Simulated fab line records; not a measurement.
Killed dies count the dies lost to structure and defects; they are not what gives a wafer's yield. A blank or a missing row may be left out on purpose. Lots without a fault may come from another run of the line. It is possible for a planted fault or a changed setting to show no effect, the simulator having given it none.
Matching of chambers / flow gf180mcu / 4 sister chambers for GF_V1_CMP_04 on cmp-02
The step polishes SiO2. 8 wafers are shown with their chamber, then 6 later ones without.

WAFERS, EACH WITH ITS CHAMBER
wafer=L681.2; chamber=3; motorCurrentA (A)=10.0; timeToEndpointS (s)=79
wafer=L682.2; chamber=1; motorCurrentA (A)=10.9; timeToEndpointS (s)=75
wafer=L682.3; chamber=0; motorCurrentA (A)=10.6; timeToEndpointS (s)=79
wafer=L683.2; chamber=1; motorCurrentA (A)=11.7; timeToEndpointS (s)=76
wafer=L683.3; chamber=0; motorCurrentA (A)=10.6; timeToEndpointS (s)=82
wafer=L683.6; chamber=2; motorCurrentA (A)=11.4; timeToEndpointS (s)=86
wafer=L685.3; chamber=3; motorCurrentA (A)=10.4; timeToEndpointS (s)=79
wafer=L685.4; chamber=2; motorCurrentA (A)=11.3; timeToEndpointS (s)=82

WAFERS WITHOUT THEIR CHAMBER
wafer=L685.6; motorCurrentA (A)=10.4; timeToEndpointS (s)=84
wafer=L689.2; motorCurrentA (A)=10.5; timeToEndpointS (s)=76
wafer=L689.5; motorCurrentA (A)=11.5; timeToEndpointS (s)=83
wafer=L689.6; motorCurrentA (A)=12.0; timeToEndpointS (s)=84
wafer=L699.2; motorCurrentA (A)=11.0; timeToEndpointS (s)=87
wafer=L699.6; motorCurrentA (A)=10.2; timeToEndpointS (s)=90

WHICH CHAMBER EACH ONE RAN IN
wafer=L685.6; from the rows above=can't be placed: 0 or 3 or 2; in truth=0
wafer=L689.2; from the rows above=can't be placed: 3 or 0 or 1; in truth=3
wafer=L689.5; from the rows above=2; in truth=2
wafer=L689.6; from the rows above=2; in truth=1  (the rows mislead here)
wafer=L699.2; from the rows above=can't be placed: 2 or 0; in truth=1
wafer=L699.6; from the rows above=can't be placed: 2 or 0 or 3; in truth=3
Placed correctly: 1 of 6. Can't be placed from these rows: 4 (the true chamber is among the candidates in 3). Placed wrongly: 1.
How it was worked out, from the rows above alone: a wafer's distance from a chamber is the root of the sum, over the readings, of the square of ((its reading less the chamber's mean) divided by the reading's scatter). The wafer belongs to the nearest chamber; if the next one is less than 2 further off, it can't be placed. For every chamber, the mean is computed from those of its wafers that are shown. The scatter: take each reading less its chamber's mean, square it, sum over the shown wafers, divide by the number of wafers less the number of chambers, and take the root.
